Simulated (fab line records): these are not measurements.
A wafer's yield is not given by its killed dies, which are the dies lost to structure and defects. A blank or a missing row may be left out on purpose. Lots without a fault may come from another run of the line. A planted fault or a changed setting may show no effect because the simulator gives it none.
The same fault as seen by 2 desks / flow gf180mcu / each desk has only its own numbers; what lay behind them comes last

== FROM THE METROLOGY DESK ==
Lot by lot, what the gauges showed, no matter which tool ran the lot: averages of those sampled wafers that carry a number. The brackets show how far a lot's mean lies from the usual mean; more than 4 standard deviations puts the lot out of limits, marked OUT.
Columns: A = cdNm at GF_HV_LDD_CD_MEAS_07, usual 399.5 nm; B = HV_LDD_OVL at GF_HV_LDD_OVL_MEAS_08, usual -1.3 nm
lot=L562; first seen here=day 10 00:58; A=400.8; B=-1.4
lot=L563; first seen here=day 10 04:52; A=397.3; B=-0.1
lot=L564; first seen here=day 10 10:23; A=400.1; B=-2.2
lot=L566; first seen here=day 11 06:49; A=402.2; B=0.1
lot=L568; first seen here=day 11 21:31; A=401.4; B=-1.4
lot=L569; first seen here=day 11 23:44; A=400.4; B=-3.8
lot=L570; first seen here=day 12 10:35; A=398.5; B=0.4
lot=L578; first seen here=day 14 21:52; A=401.8; B=-2.3
lot=L579; first seen here=day 15 04:13; A=397.5; B=-2.3
lot=L581; first seen here=day 15 19:06; A=400.4; B=1.1
lot=L582; first seen here=day 16 01:41; A=396.9; B=-2.8
lot=L583; first seen here=day 16 10:13; A=397.3; B=-0.4
lot=L584; first seen here=day 16 15:50; A=398.2; B=0.5
lot=L585; first seen here=day 17 01:12; A=400.9; B=-0.1
Result from this desk: across the 14 lots, nothing is out of limits.

== DESK OF THE TOOL OWNER: furnace-01 ==
The tool's own readings at GF_POLY_GATE_OXIDATION_16 (stabilise 600 s, purge 300 s, target thk 4 nm): means of the sampled wafers that have a number, for each lot that ran on this tool. The brackets show how far a lot's mean lies from the usual mean; more than 4 standard deviations puts the lot out of limits, marked OUT.
Columns: A = tubeCenterTempC at GF_POLY_GATE_OXIDATION_16, usual 850 C; B = tube_center_temp_C_max at GF_POLY_GATE_OXIDATION_16, usual 852.2
lot=L562; first seen here=day 9 06:11; A=850; B=852.3
lot=L563; first seen here=day 9 10:17; A=850; B=851.7
lot=L566; first seen here=day 10 11:07; A=850; B=852.0
lot=L568; first seen here=day 11 01:41; A=852 (+24) OUT; B=853.5
lot=L569; first seen here=day 11 03:54; A=852 (+24) OUT; B=854.0 (+4.7) OUT
lot=L570; first seen here=day 11 13:56; A=852 (+24) OUT; B=854.0 (+4.5) OUT
lot=L581; first seen here=day 14 19:53; A=850; B=852.3
lot=L583; first seen here=day 15 11:16; A=850; B=851.7
This desk finds L568, L569, L570 out of limits, L568 being first, at day 11 01:41 (tubeCenterTempC at GF_POLY_GATE_OXIDATION_16). Within limits: L562, L563, L566, L581, L583.

== BROUGHT TOGETHER ==
An alarm could have come from the tool owner's desk at day 11 01:41, on L568, L569, L570.
Metrology desk: nothing out of limits seen.
The metrology desk has L568, L569, L570 on record, within its limits.
All the named lots went through GF_POLY_GATE_OXIDATION_16 on furnace-01.

== WHAT THE SIMULATOR HAD PUT IN ==
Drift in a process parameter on furnace-01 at GF_POLY_GATE_OXIDATION_16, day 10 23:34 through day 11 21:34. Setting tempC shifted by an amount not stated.
Struck lots among those shown: L568, L569, L570.
Hours from the fault's start to each desk's first reading out of limits: the tool owner's desk, 2.
